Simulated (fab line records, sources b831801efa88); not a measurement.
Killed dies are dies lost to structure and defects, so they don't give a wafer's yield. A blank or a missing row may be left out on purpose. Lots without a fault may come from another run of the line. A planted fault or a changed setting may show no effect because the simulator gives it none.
Split-lot experiment | flow gf180mcu | 5 lots, 23 wafers read, on a route of 602 steps

THE SPLIT
At GF_PASSIVATION_COAT_06 (resist thk 4000 nm), the setting resist_thk_nm was moved away from the recipe's 4000 nm on 10 of the 23 wafers read, by +3.0% to +5.6%. The other wafers ran this setting at the recipe's value.

FROM THE SPLIT TO THE READING: what the file shows between them, 4 steps
- GF_PASSIVATION_SOFTBAKE_07
- GF_PASSIVATION_EXPOSE_08: exposes mask Pad, target cd 40000 nm
- GF_PASSIVATION_PEB_09
- GF_PASSIVATION_DEVELOP_10: develop time 60 s

THE READING
coat_of_PASSIVATION_COAT_06.thk_nm (the simulator's own value, which no gauge read), in nm, at GF_PASSIVATION_ETCH_11 (etches the open film in CF4/O2, stops on TiN, target depth 1800 nm, time 400 s). The file gives no usual value for it. The 13 wafers here that ran the recipe average 2806 nm, standard deviation 20 nm.

wafer  | tool, chamber at the split | resist_thk_nm as run, nm | against the recipe | coat_of_PASSIVATION_COAT_06.thk_nm, nm | against lot-mates on the recipe
L076.1 | litho_track-04, 0          | 4000                     | recipe             | 2793                                   | -
L076.5 | litho_track-04, 0          | 4000                     | recipe             | 2771                                   | -
L076.6 | litho_track-04, 0          | 4000                     | recipe             | 2809                                   | -
L078.1 | litho_track-04, 0          | 4000                     | recipe             | 2829                                   | -
L078.2 | litho_track-04, 0          | 4226                     | +5.6%              | 3052                                   | +232
L078.4 | litho_track-04, 0          | 4000                     | recipe             | 2793                                   | -
L078.5 | litho_track-04, 0          | 4226                     | +5.6%              | 3028                                   | +208
L078.6 | litho_track-04, 0          | 4000                     | recipe             | 2838                                   | -
L082.1 | litho_track-02, 0          | 4000                     | recipe             | 2793                                   | -
L082.2 | litho_track-02, 0          | 4000                     | recipe             | 2818                                   | -
L082.3 | litho_track-02, 0          | 4199                     | +5.0%              | 3018                                   | +209
L082.4 | litho_track-02, 0          | 4000                     | recipe             | 2817                                   | -
L082.5 | litho_track-02, 0          | 4199                     | +5.0%              | 2999                                   | +190
L083.2 | litho_track-01, 0          | 4000                     | recipe             | 2830                                   | -
L083.3 | litho_track-01, 0          | 4223                     | +5.6%              | 3009                                   | +190
L083.4 | litho_track-01, 0          | 4223                     | +5.6%              | 3035                                   | +216
L083.5 | litho_track-01, 0          | 4223                     | +5.6%              | 3036                                   | +218
L083.6 | litho_track-01, 0          | 4000                     | recipe             | 2807                                   | -
L084.2 | litho_track-04, 0          | 4000                     | recipe             | 2774                                   | -
L084.3 | litho_track-04, 0          | 4120                     | +3.0%              | 2898                                   | +106
L084.4 | litho_track-04, 0          | 4120                     | +3.0%              | 2916                                   | +124
L084.5 | litho_track-04, 0          | 4000                     | recipe             | 2809                                   | -
L084.6 | litho_track-04, 0          | 4120                     | +3.0%              | 2888                                   | +96

THE FIT
A straight line over all 23 wafers: coat_of_PASSIVATION_COAT_06.thk_nm changes by +39.8 nm for each +1% of resist_thk_nm; r = +0.98; the points scatter about the line by 20 nm.
The same after taking each lot's own level away (the mean of its wafers on the recipe; 23 wafers): +38.3 nm for each +1%; r = +0.99; scatter 15 nm.
On that fit, the largest move of resist_thk_nm shifts the reading by 2.2e+02 nm.
The lots' own levels span 2791.0 to 2820.0 nm, that is 1.5 times the standard deviation above.
So the lot-to-lot level changes the slope little: the two slopes agree.
Check: with one of the wafers moved furthest among these (+5.6%) left out of the fit, the line predicts +214 nm for it against its lot-mates. It came out at +232 nm against them.

OTHER SPLITS ON THESE WAFERS
These wafers also went through other splits before the reading. Each is held against what the fit with the lots' levels taken away leaves over:
other split on the same wafers              | wafers away from the commonest value | r with coat_of_PASSIVATION_COAT_06.thk_nm (lot level and that fit taken away)
GF_MIM_CVD_05 time_s                        | 6                                    | -0.22
GF_MIM_SPUTTER_08 time_s                    | 8                                    | +0.31
GF_MIM_EXPOSE_16 dose_mj                    | 7                                    | +0.06
GF_V5_CMP_04 leave_above_ref_nm             | 6                                    | -0.02
GF_TOP_METAL_SPUTTER_00 chamber_pressure_pa | 15                                   | -0.09
GF_TOP_METAL_EXPOSE_11 dose_mj              | 7                                    | -0.05

THE WHOLE CHAIN: every reading that the file lists as answering this split, in the file's order
step                    | what it does                                                                   | reading                                                                             | change (the file's fit)              | r (the file's)
GF_PASSIVATION_COAT_06  | resist thk 4000 nm                                                             | coat_of_PASSIVATION_COAT_06.thk_nm (the simulator's own value, which no gauge read) | +40.5 nm for each +1% of the setting | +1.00
GF_PASSIVATION_ETCH_11  | etches the open film in CF4/O2, stops on TiN, target depth 1800 nm, time 400 s | coat_of_PASSIVATION_COAT_06.thk_nm (the simulator's own value, which no gauge read) | +38.5 nm for each +1% of the setting | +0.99
GF_PASSIVATION_STRIP_12 | strips in O2/N2                                                                | strip_time_to_endpoint_s                                                            | withheld for each +1% of the setting | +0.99

THE FILE'S OWN FIT
coat_of_PASSIVATION_COAT_06.thk_nm changes by +38.5 nm for each +1% of resist_thk_nm, r = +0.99.
